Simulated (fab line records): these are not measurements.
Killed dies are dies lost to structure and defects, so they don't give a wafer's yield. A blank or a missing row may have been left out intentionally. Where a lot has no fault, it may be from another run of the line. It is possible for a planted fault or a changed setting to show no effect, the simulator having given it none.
Which of the tools did it? / flow gf180mcu / at 1 step of a route of 602, 6 lots with 18 wafers sampled

== WHAT EACH GAUGE READ, for each wafer ==
GF_V3_THK_MEAS_25: measures by xrf.
lot=L267; measured=day 23 00:18; on=film metro-02; V3_W_THK (nm)=339 350 343
lot=L275; measured=day 25 22:02; on=film metro-04; V3_W_THK (nm)=345 341 346
lot=L278; measured=day 27 04:28; on=film metro-01; V3_W_THK (nm)=348 337 351
lot=L281; measured=day 27 23:14; on=film metro-04; V3_W_THK (nm)=337 338 338
lot=L283; measured=day 28 11:56; on=film metro-02; V3_W_THK (nm)=354 348 355
lot=L285; measured=day 28 23:29; on=film metro-02; V3_W_THK (nm)=340 352 350

== TOOL THAT RAN EACH LOT (tool first, then ch and the chambers of the sampled wafers, then the start) ==
No process step before these readings appears in the record.

== THE ANSWER, worked out from the rows above alone ==
Rule: what is usual is taken from the lots themselves. The widest of any qualifying gaps counts: lots, ordered by their means at a reading, are off when they make up no more than a third of the lots, leave a main group of 4 or more, and stand apart from it by 3 or more times the standard deviation of that group's means. If all means in a main group match to the digits the tables above print for the reading, that group is not used. A lot without any number at a reading at which 4 lots or more have one is off too. Any other lot the step has rows for is counted as sound.
No lot is off at any reading shown: from this, nothing can be told.

== WHAT WAS PUT IN BY THE SIMULATOR ==
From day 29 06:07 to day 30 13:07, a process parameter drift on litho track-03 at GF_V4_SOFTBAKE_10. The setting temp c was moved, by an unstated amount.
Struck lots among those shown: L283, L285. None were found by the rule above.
